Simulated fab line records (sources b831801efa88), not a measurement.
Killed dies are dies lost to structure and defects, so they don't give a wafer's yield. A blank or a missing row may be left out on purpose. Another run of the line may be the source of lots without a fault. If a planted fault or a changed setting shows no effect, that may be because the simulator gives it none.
8D (eight disciplines) problem report, filled in by code | flow sky130 | the parts of the form that need people (team, actions taken, sign-off) are left out

## 1. THE ISSUE
At SKY_CAP2M_METAL_ETCH_13, bias w averages 53.38 W over 6 wafers from 2 lots, while fault-free wafers read 48.51 W, standard deviation 0.15. That is +32 standard deviations from the usual mean.
The step: etches TiN in Cl2/BCl3, stops on SiO2, target depth 220 nm, time 62.9 s.
First seen on wafer L723.3, day 44 08:48, on rie metal-01. The record holds 36 wafers of 12 lots with a number at this step. By rule, "out" or "out of limits" means more than 4 standard deviations away from the usual mean. Any other wafer with a number is counted as sound.

## 2. WHAT THIS IS AND IS NOT
question                    | is                     | is not
which readings at this step | bias w                 | drypump motor current A, oes product au, throttle valve pct
which lots                  | L723, L724             | L711, L712, L714, L715, L717, L719, L722, L727, L731, L732
which wafers of those lots  | all that have a number | -
read on which tools         | rie metal-01           | rie metal-03, rie metal-04
when                        | from day 44 08:48      | up to then (21 sound wafers); but 9 sound wafers of L727, L731, L732 came after

## 3. SUSPECTS, AND WHAT RULES EACH OUT
Counting: any tool at a process step up to the reading is kept as a suspect provided that every lot that is out went through it and no sound lot did after the first of them.
- rie metal-01 at SKY_CAP2M_METAL_ETCH_13 (etches TiN in Cl2/BCl3, stops on SiO2, target depth 220 nm, time 62.9 s): kept. All lots that are out passed through it, beginning with L723 at day 44 08:48, and no sound lot followed; its final sound lot before that point was L722 at day 44 03:54. Its own readings are out on those wafers: bias w.
Remaining after the count: rie metal-01 at SKY_CAP2M_METAL_ETCH_13.

## 4. THE CAUSE (what the simulator had put in)
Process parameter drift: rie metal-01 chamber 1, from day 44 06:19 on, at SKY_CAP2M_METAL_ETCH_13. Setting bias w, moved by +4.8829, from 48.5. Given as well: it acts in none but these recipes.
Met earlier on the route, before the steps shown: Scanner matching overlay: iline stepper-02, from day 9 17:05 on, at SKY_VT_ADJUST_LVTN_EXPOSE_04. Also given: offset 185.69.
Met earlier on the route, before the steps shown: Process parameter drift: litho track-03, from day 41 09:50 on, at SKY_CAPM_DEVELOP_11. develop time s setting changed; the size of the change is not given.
The count eliminated every tool but this one.

## 5. SEQUENCE OF EFFECTS, ordered by route
One row per reading whose mean, taken over the struck wafers that have a number, lies over 3 standard deviations from the usual. Readings are gone through only where the record gives a usual standard deviation; hours: the median, over the lots, of the time from a lot's start at the first step in this table giving one to that lot's start at this step; sigmas: the change measured in usual standard deviations.
hours | step                    | reading        | usual      | on struck wafers | change | sigmas
0     | SKY_CAP2M_METAL_ETCH_13 | bias w         | 48.51 W    | 53.38            | +4.87  | +32
23    | SKY_METAL4_ETCH_17      | oes product au | 0.756 a.u. | 0.728            | -0.028 | -3.6
Here are the process steps it includes:
- SKY_CAP2M_METAL_ETCH_13: etches TiN in Cl2/BCl3, stops on SiO2, target depth 220 nm, time 62.9 s.
- SKY_METAL4_ETCH_17: etches SiO2 in C4F8/O2/Ar, stops on TiN, time 3.9 s, target depth 15 nm.

## 6. HOW IT WOULD HAVE BEEN CAUGHT EARLIER
In this record no reading fell out of limits until day 44 08:48, 2 hours after the fault had begun at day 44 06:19.
